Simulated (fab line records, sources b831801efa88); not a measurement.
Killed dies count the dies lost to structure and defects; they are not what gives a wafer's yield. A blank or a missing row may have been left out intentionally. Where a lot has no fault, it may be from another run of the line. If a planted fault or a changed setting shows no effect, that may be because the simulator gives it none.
Shared-tool check / flow gf180mcu / 42 wafers sampled across 14 lots

== WHAT PROMPTED THE OPENING ==
At GF_M3_CD_MEAS_14 the reading cdNm is flagged on 2 of 14 lots. Wafers without a fault read 280.2 nm, standard deviation 1.3.
Rule: flag the lot when none of its wafers has a number, or when each of its wafers that has one lies beyond 4 standard deviations from that mean. The rest of the lots are taken to be sound.

lot=L613; measured=day 21 17:05; on=cdSem-01; cdNm (nm), wafer by wafer=281.2 280.9 281.3; flag=
lot=L614; measured=day 22 04:41; on=cdSem-02; cdNm (nm), wafer by wafer=278.0 277.1 276.3; flag=
lot=L615; measured=day 22 08:29; on=cdSem-02; cdNm (nm), wafer by wafer=279.8 280.1 279.5; flag=
lot=L616; measured=day 22 19:24; on=cdSem-01; cdNm (nm), wafer by wafer=279.6 280.0 280.4; flag=
lot=L617; measured=day 23 00:58; on=cdSem-01; cdNm (nm), wafer by wafer=278.4 280.2 278.9; flag=
lot=L618; measured=day 23 11:40; on=cdSem-01; cdNm (nm), wafer by wafer=280.5 281.2 280.6; flag=
lot=L619; measured=day 23 17:25; on=cdSem-02; cdNm (nm), wafer by wafer=281.4 280.0 282.5; flag=
lot=L620; measured=day 23 21:49; on=cdSem-01; cdNm (nm), wafer by wafer=279.0 279.9 279.7; flag=
lot=L622; measured=day 24 19:04; on=cdSem-02; cdNm (nm), wafer by wafer=278.8 278.3 279.1; flag=
lot=L626; measured=day 26 02:08; on=cdSem-02; cdNm (nm), wafer by wafer=281.0 280.2 279.6; flag=
lot=L628; measured=day 26 12:38; on=cdSem-02; cdNm (nm), wafer by wafer=269.1 244.1 178.9; flag=FLAGGED
lot=L629; measured=day 26 19:52; on=cdSem-02; cdNm (nm), wafer by wafer=264.1 241.7 237.5; flag=FLAGGED
lot=L631; measured=day 27 09:37; on=cdSem-02; cdNm (nm), wafer by wafer=280.4 280.4 280.9; flag=
lot=L632; measured=day 27 21:17; on=cdSem-01; cdNm (nm), wafer by wafer=282.5 282.2 281.2; flag=
Average over the flagged lots: 239.2 nm; offset from the usual -41.0 nm, equal to -32 standard deviations.

== TOOL THAT RAN EACH LOT ==
4 process steps preceding the reading are held in the record, out of 602 steps in the route. Read each cell as the tool, then ch plus the chambers that the sampled wafers visited, then the start.
lot=L613; flag=; GF_M3_SPUTTER_00=pvdSputter-04, day 20 16:35; GF_M3_SPUTTER_01=pvdSputter-04, day 20 16:41; GF_M3_SPUTTER_04=pvdSputter-04, day 20 16:47; GF_M3_EXPOSE_11=krfScanner-01 ch 0, day 21 05:22
lot=L614; flag=; GF_M3_SPUTTER_00=pvdSputter-01, day 21 04:53; GF_M3_SPUTTER_01=pvdSputter-01, day 21 04:59; GF_M3_SPUTTER_04=pvdSputter-01, day 21 05:04; GF_M3_EXPOSE_11=krfScanner-02 ch 0, day 21 16:59
lot=L615; flag=; GF_M3_SPUTTER_00=pvdSputter-03, day 21 08:37; GF_M3_SPUTTER_01=pvdSputter-03, day 21 08:43; GF_M3_SPUTTER_04=pvdSputter-03, day 21 08:48; GF_M3_EXPOSE_11=krfScanner-02 ch 0, day 21 20:47
lot=L616; flag=; GF_M3_SPUTTER_00=pvdSputter-01, day 21 19:49; GF_M3_SPUTTER_01=pvdSputter-01, day 21 19:55; GF_M3_SPUTTER_04=pvdSputter-01, day 21 20:00; GF_M3_EXPOSE_11=krfScanner-02 ch 0, day 22 08:05
lot=L617; flag=; GF_M3_SPUTTER_00=pvdSputter-04, day 22 01:35; GF_M3_SPUTTER_01=pvdSputter-04, day 22 01:41; GF_M3_SPUTTER_04=pvdSputter-04, day 22 01:46; GF_M3_EXPOSE_11=krfScanner-01 ch 0, day 22 13:33
lot=L618; flag=; GF_M3_SPUTTER_00=pvdSputter-03, day 22 12:11; GF_M3_SPUTTER_01=pvdSputter-03, day 22 12:17; GF_M3_SPUTTER_04=pvdSputter-03, day 22 12:22; GF_M3_EXPOSE_11=krfScanner-02 ch 0, day 23 00:31
lot=L619; flag=; GF_M3_SPUTTER_00=pvdSputter-01, day 22 18:07; GF_M3_SPUTTER_01=pvdSputter-01, day 22 18:13; GF_M3_SPUTTER_04=pvdSputter-01, day 22 18:17; GF_M3_EXPOSE_11=krfScanner-02 ch 0, day 23 06:14
lot=L620; flag=; GF_M3_SPUTTER_00=pvdSputter-03, day 22 23:02; GF_M3_SPUTTER_01=pvdSputter-03, day 22 23:08; GF_M3_SPUTTER_04=pvdSputter-03, day 22 23:13; GF_M3_EXPOSE_11=krfScanner-02 ch 0, day 23 11:01
lot=L622; flag=; GF_M3_SPUTTER_00=pvdSputter-01, day 23 20:52; GF_M3_SPUTTER_01=pvdSputter-01, day 23 20:58; GF_M3_SPUTTER_04=pvdSputter-01, day 23 21:03; GF_M3_EXPOSE_11=krfScanner-01 ch 0, day 24 08:21
lot=L626; flag=; GF_M3_SPUTTER_00=pvdSputter-03, day 25 04:34; GF_M3_SPUTTER_01=pvdSputter-03, day 25 04:40; GF_M3_SPUTTER_04=pvdSputter-03, day 25 04:45; GF_M3_EXPOSE_11=krfScanner-02 ch 0, day 25 15:47
lot=L628; flag=FLAGGED; GF_M3_SPUTTER_00=pvdSputter-03, day 25 14:52; GF_M3_SPUTTER_01=pvdSputter-03, day 25 14:58; GF_M3_SPUTTER_04=pvdSputter-03, day 25 15:03; GF_M3_EXPOSE_11=krfScanner-02 ch 0, day 26 02:10
lot=L629; flag=FLAGGED; GF_M3_SPUTTER_00=pvdSputter-04, day 25 22:41; GF_M3_SPUTTER_01=pvdSputter-04, day 25 22:47; GF_M3_SPUTTER_04=pvdSputter-04, day 25 22:52; GF_M3_EXPOSE_11=krfScanner-02 ch 0, day 26 09:49
lot=L631; flag=; GF_M3_SPUTTER_00=pvdSputter-01, day 26 13:25; GF_M3_SPUTTER_01=pvdSputter-01, day 26 13:31; GF_M3_SPUTTER_04=pvdSputter-01, day 26 13:35; GF_M3_EXPOSE_11=krfScanner-01 ch 0, day 26 23:50
lot=L632; flag=; GF_M3_SPUTTER_00=pvdSputter-03, day 27 00:46; GF_M3_SPUTTER_01=pvdSputter-03, day 27 00:52; GF_M3_SPUTTER_04=pvdSputter-03, day 27 00:57; GF_M3_EXPOSE_11=krfScanner-01 ch 0, day 27 11:23
These steps, and what they do:
- GF_M3_SPUTTER_00: material Ti, target thk 37.5 nm, time 150 s.
- GF_M3_SPUTTER_01: material TiN, target thk 30 nm, time 25 s.
- GF_M3_SPUTTER_04: material TiN, target thk 50 nm, time 41.7 s.
- GF_M3_EXPOSE_11: exposes mask Metal3, target cd 280 nm.
- GF_M3_CD_MEAS_14: target cd 280 nm.

== FLAGGED AGAINST TOTAL, ONE TOOL AT A TIME (gauges that did the reading follow at the end) ==
step=GF_M3_SPUTTER_00; tool=pvdSputter-01; lots run=5; flagged=0; share of the flagged lots=none; sound lots run after its first flagged lot=-
step=GF_M3_SPUTTER_00; tool=pvdSputter-03; lots run=6; flagged=1; share of the flagged lots=some; sound lots run after its first flagged lot=1 (L632)
step=GF_M3_SPUTTER_00; tool=pvdSputter-04; lots run=3; flagged=1; share of the flagged lots=some; sound lots run after its first flagged lot=0
step=GF_M3_SPUTTER_01; tool=pvdSputter-01; lots run=5; flagged=0; share of the flagged lots=none; sound lots run after its first flagged lot=-
step=GF_M3_SPUTTER_01; tool=pvdSputter-03; lots run=6; flagged=1; share of the flagged lots=some; sound lots run after its first flagged lot=1 (L632)
step=GF_M3_SPUTTER_01; tool=pvdSputter-04; lots run=3; flagged=1; share of the flagged lots=some; sound lots run after its first flagged lot=0
step=GF_M3_SPUTTER_04; tool=pvdSputter-01; lots run=5; flagged=0; share of the flagged lots=none; sound lots run after its first flagged lot=-
step=GF_M3_SPUTTER_04; tool=pvdSputter-03; lots run=6; flagged=1; share of the flagged lots=some; sound lots run after its first flagged lot=1 (L632)
step=GF_M3_SPUTTER_04; tool=pvdSputter-04; lots run=3; flagged=1; share of the flagged lots=some; sound lots run after its first flagged lot=0
step=GF_M3_EXPOSE_11; tool=krfScanner-01; lots run=5; flagged=0; share of the flagged lots=none; sound lots run after its first flagged lot=-
step=GF_M3_EXPOSE_11; tool=krfScanner-02; lots run=9; flagged=2; share of the flagged lots=all; sound lots run after its first flagged lot=0
step=GF_M3_CD_MEAS_14; tool=cdSem-01; lots run=6; flagged=0; share of the flagged lots=none; sound lots run after its first flagged lot=-
step=GF_M3_CD_MEAS_14; tool=cdSem-02; lots run=8; flagged=2; share of the flagged lots=all; sound lots run after its first flagged lot=1 (L631)

== WHAT THE TABLE ALLOWS ==
Rows of the table that ran all the flagged lots, 2 in number: krfScanner-02 at GF_M3_EXPOSE_11; cdSem-02 at GF_M3_CD_MEAS_14.
- krfScanner-02 at GF_M3_EXPOSE_11 ran 9 lots, 2 of them flagged. Last sound lot L626 at day 25 15:47, first flagged lot L628 at day 26 02:10; a fault beginning in between fits.
- cdSem-02 at GF_M3_CD_MEAS_14 ran 8 lots, 2 of them flagged. Lots that were sound ran on it after the first flagged one (L631); a persistent fault on the entire tool would not allow that.
Left over: one tool, krfScanner-02 at GF_M3_EXPOSE_11.

== WHAT WAS PUT IN BY THE SIMULATOR ==
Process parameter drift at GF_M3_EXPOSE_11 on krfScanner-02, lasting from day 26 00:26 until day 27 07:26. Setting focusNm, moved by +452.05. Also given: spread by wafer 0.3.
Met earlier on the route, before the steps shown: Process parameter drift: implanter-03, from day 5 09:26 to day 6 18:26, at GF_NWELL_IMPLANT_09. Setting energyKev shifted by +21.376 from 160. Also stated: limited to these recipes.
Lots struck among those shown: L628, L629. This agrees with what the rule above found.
